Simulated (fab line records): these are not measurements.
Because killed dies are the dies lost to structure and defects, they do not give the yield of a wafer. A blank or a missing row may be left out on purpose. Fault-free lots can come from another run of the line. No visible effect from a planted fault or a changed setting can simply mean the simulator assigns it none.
A single fault, viewed from 2 desks | flow gf180mcu | numbers are kept per desk, each desk with only its own; the story behind them comes last

FROM THE METROLOGY DESK
Lot by lot, what the gauges showed, no matter which tool ran the lot: averages of those sampled wafers that carry a number. The brackets show how far a lot's mean lies from the usual mean; more than 4 standard deviations puts the lot out of limits, marked OUT.
Columns: A = TOP_METAL_ALCU_THK at GF_TOP_METAL_THK_MEAS_06, usual 874 nm; B = TOP_METAL_OVL at GF_TOP_METAL_OVL_MEAS_15, usual 0.5 nm
lot  | first seen here | A   | B
L781 | day 27 03:35    | 880 | 2.4
L783 | day 27 22:34    | 870 | -0.1
L784 | day 28 11:30    | 876 | 1.3
L785 | day 28 17:59    | 865 | 2.4
L786 | day 29 00:15    | 868 | -0.5
L787 | day 29 04:30    | 879 | -0.7
L788 | day 29 11:41    | 874 | 2.5
L789 | day 29 21:20    | 885 | -0.8
L790 | day 30 04:51    | 882 | -0.7
L791 | day 30 11:46    | 875 | 0.0
L801 | day 33 02:29    | 882 | -0.5
L802 | day 33 11:32    | 877 | 0.0
L804 | day 33 12:34    | 867 | 2.1
This desk found nothing out of limits on any of the 13 lots.

DESK OF THE TOOL OWNER: litho_track-01
At GF_TOP_METAL_SOFTBAKE_10 (time 60 s), the tool's own readings, given per lot that ran on this tool as the mean of the sampled wafers with a number. The brackets show how far a lot's mean lies from the usual mean; more than 4 standard deviations puts the lot out of limits, marked OUT.
Columns: A = heater_power_total_W at GF_TOP_METAL_SOFTBAKE_10, usual 56.59 W; B = run_length_s at GF_TOP_METAL_SOFTBAKE_10, usual 89.14 s
lot  | first seen here | A               | B
L781 | day 27 13:47    | 56.59           | 89.12
L787 | day 29 14:05    | 56.59           | 89.09
L789 | day 30 06:29    | 56.59           | 89.09
L790 | day 30 14:21    | 56.61           | 89.03
L791 | day 30 20:30    | 56.58           | 89.09
L801 | day 33 10:08    | 58.47 (+47) OUT | 83.65 (-37) OUT
This desk finds L801 out of limits, L801 being first, at day 33 10:08 (heater_power_total_W at GF_TOP_METAL_SOFTBAKE_10). Within limits: L781, L787, L789, L790, L791.

ALL TOGETHER
The tool owner's desk could have raised an alarm at day 33 10:08, on L801.
Nothing out of limits was seen by the metrology desk.
The metrology desk holds a record of L801, inside its limits.
Of the lots named, all ran GF_TOP_METAL_SOFTBAKE_10 on litho_track-01.

WHAT THE SIMULATOR HAD INSERTED
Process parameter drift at GF_TOP_METAL_SOFTBAKE_10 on litho_track-01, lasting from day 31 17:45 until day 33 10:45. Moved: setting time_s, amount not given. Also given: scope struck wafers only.
Lots struck among those shown: L801.
Time in hours from fault onset to the first out-of-limits reading at each desk: the tool owner's desk, 40.
